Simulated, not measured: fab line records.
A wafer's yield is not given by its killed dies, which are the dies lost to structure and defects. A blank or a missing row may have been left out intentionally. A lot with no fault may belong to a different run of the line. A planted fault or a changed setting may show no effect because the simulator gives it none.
A struck lot beside a sound one :: flow sky130 :: 15 steps out of a route of 708
Sound: the wafers L603.1, L603.3, L603.6. The struck wafers were L619.1, L619.2, L619.3. The cause comes at the end.
Each step with rows lists, per side, the tool, then ch with its chambers, then its first start. Under that, the readings that differ: sound wafers :: struck wafers :: difference of the means :: sigmas: that difference in standard deviations of wafers without a fault.
alike: a reading whose means differ by less than 2 such deviations, as well as words and numbers matching on both sides. not compared: withheld readings; readings where some wafer has no value; bounds like >300 that might hide an equal value; numbers whose values overlap and for which the record gives no deviation.
A row with sigmas, a row that says differs or no value, or rows on one side alone: a step with any of these is where the two part. Numbers that have no deviation but don't overlap get no sigmas and don't part them. Lack of a reading on every wafer of one side parts them only where that side has two or more wafers.

SKY_RES_PROTECT_STRIP_07: strips in O2/N2.
  sound on plasma-asher-04 ch 0,1, day 18 02:24; struck on plasma-asher-03 ch 0,1, day 22 11:30
  alike: drypump-motor-current-A, oes-product-au, strip-time-to-endpoint-s
  not compared: rf-hours-counter-h
SKY_RES_PROTECT_TW_MEAS_08:
  sound: film-metro-03 at day 18 02:30; struck: film-metro-03 at day 22 11:36
  alike: POLY_GATE_TW
then, 2 steps without rows for these wafers: SKY_RES_PROTECT_CLEAN_09 (cleans in SC1/SC2, time 150 s); SKY_POLY_GATE_CVD_03 (deposits Si3N4 from DCS/NH3, target thk 75 nm, time 1290 s).
SKY_POLY_GATE_THK_MEAS_04:
  sound: film-metro-03 at day 18 09:10; struck: film-metro-02 at day 22 13:35
  alike: POLY_GATE_CVD_03_THK
then, 7 steps without rows for these wafers: SKY_POLY_GATE_DEHYDRATE_05 (time 60 s); SKY_POLY_GATE_HMDS_06 (prime time 60 s); SKY_POLY_GATE_COAT_07 (resist thk 110 nm); SKY_POLY_GATE_COAT_08 (resist thk 450 nm); SKY_POLY_GATE_SOFTBAKE_09 (time 90 s); SKY_POLY_GATE_EXPOSE_10 (exposes mask P1M, target cd 150 nm); SKY_POLY_GATE_PEB_11.
SKY_POLY_GATE_DEVELOP_12: develop time 60 s.
  sound on litho-track-01 ch 0, day 19 13:00; struck on litho-track-02 ch 0, day 23 19:00
reading: developer-temp-C (C)
sound: 21.12 21.16 21.07
struck: 21.62 21.53 21.69
difference: +0.50
sigmas: +5
  alike: exhaust-pa
SKY_POLY_GATE_CD_MEAS_13: the cd target is 150 nm.
  sound: cd-sem-02 at day 19 13:40; struck: cd-sem-01 at day 23 19:16
  alike: cd-nm
-- here the record skips 27 days between the struck wafers' starts before and after, leaving off in module POLY_GATE and picking up in module PAD_OPEN (first step shown: number 708 of the route) --
SKY_PAD_OPEN_PROBE_99:
  only the struck wafers here have rows in the record (prober-02, day 50 09:29); the sound ones have none

WHERE THEY PART
Last at SKY_PAD_OPEN_PROBE_99 as far as this record goes, first at SKY_POLY_GATE_DEVELOP_12.

WHY: the cause the simulator had injected
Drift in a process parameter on litho-track-02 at SKY_POLY_GATE_DEVELOP_12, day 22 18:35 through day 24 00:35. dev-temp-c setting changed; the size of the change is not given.
